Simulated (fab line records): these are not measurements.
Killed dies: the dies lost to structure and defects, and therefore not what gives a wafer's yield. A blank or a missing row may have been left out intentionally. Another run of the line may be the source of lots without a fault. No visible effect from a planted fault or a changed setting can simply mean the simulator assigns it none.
Matching of chambers | flow gf180mcu | 4 sister chambers for GF_V5_ETCH_16 on rieDiel-04
The step etches BARC in N2/H2. 16 wafers are shown with their chamber, then 8 later ones without.

## EACH WAFER AND ITS CHAMBER
wafer  | chamber | drypumpMotorCurrentA (A) | oesProductAu (a.u.) | h2FlowSccm (sccm)
L076.1 | 3       | 5.7                      | 0.857               | 200.3
L076.3 | 2       | 6.3                      | 0.853               | 199.2
L076.6 | 3       | 5.7                      | 0.860               | 200.9
L077.2 | 0       | 6.7                      | 0.848               | 199.4
L077.3 | 1       | 5.9                      | 0.858               | 199.8
L077.4 | 3       | 5.8                      | 0.861               | 200.1
L079.2 | 0       | 6.7                      | 0.859               | 200.2
L079.4 | 1       | 5.9                      | 0.852               | 199.9
L079.5 | 1       | 5.9                      | 0.858               | 200.1
L081.2 | 2       | 6.3                      | 0.849               | 199.7
L081.3 | 3       | 5.8                      | 0.862               | 199.5
L081.4 | 0       | 6.7                      | 0.849               | 199.8
L082.1 | 3       | 5.8                      | 0.856               | 199.2
L082.3 | 0       | 6.7                      | 0.860               | 200.7
L082.6 | 0       | 6.7                      | 0.857               | 199.8
L086.2 | 0       | 6.7                      | 0.864               | 200.8

SIGNATURES (averages over the wafers above)
reading              | chamber 0 | chamber 1 | chamber 2 | chamber 3 | scatter within a chamber
drypumpMotorCurrentA | 6.700     | 5.900     | 6.300     | 5.760     | 0.0316
oesProductAu         | 0.85617   | 0.85600   | 0.85100   | 0.85920   | 0.00467
h2FlowSccm           | 200.117   | 199.933   | 199.450   | 200.000   | 0.54
Rule: a wafer lies at a distance from a chamber equal to the root of the sum of squares, over the readings, of (its reading less the chamber's mean, divided by the reading's scatter). The wafer belongs to the nearest chamber; if the next one is less than 2 further off, it can't be placed. The scatter is the square root of a quotient: the sum, over the shown wafers, of each reading's squared deviation from its chamber's mean, divided by wafers minus chambers.

## WAFERS MISSING THEIR CHAMBER
wafer  | drypumpMotorCurrentA (A) | oesProductAu (a.u.) | h2FlowSccm (sccm)
L086.4 | 5.7                      | 0.858               | 199.6
L086.5 | 6.3                      | 0.859               | 199.8
L090.2 | 5.9                      | 0.858               | 200.8
L090.4 | 5.8                      | 0.848               | 200.3
L090.6 | 6.0                      | 0.857               | 200.3
L097.1 | 5.8                      | 0.852               | 198.8
L097.2 | 6.3                      | 0.856               | 199.5
L097.6 | 5.7                      | 0.860               | 199.7

## WHICH CHAMBER EACH ONE RAN IN
wafer  | from the rows above     | in truth
L086.4 | 3                       | 3
L086.5 | 2                       | 2
L090.2 | 1                       | 1
L090.4 | can't be placed: 3 or 1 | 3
L090.6 | 1                       | 1
L097.1 | can't be placed: 3 or 1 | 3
L097.2 | 2                       | 2
L097.6 | 3                       | 3
Placed correctly: 6 of 8. Not placeable from these rows: 2 (in 2, the candidates include the true chamber). Wrongly placed: 0.
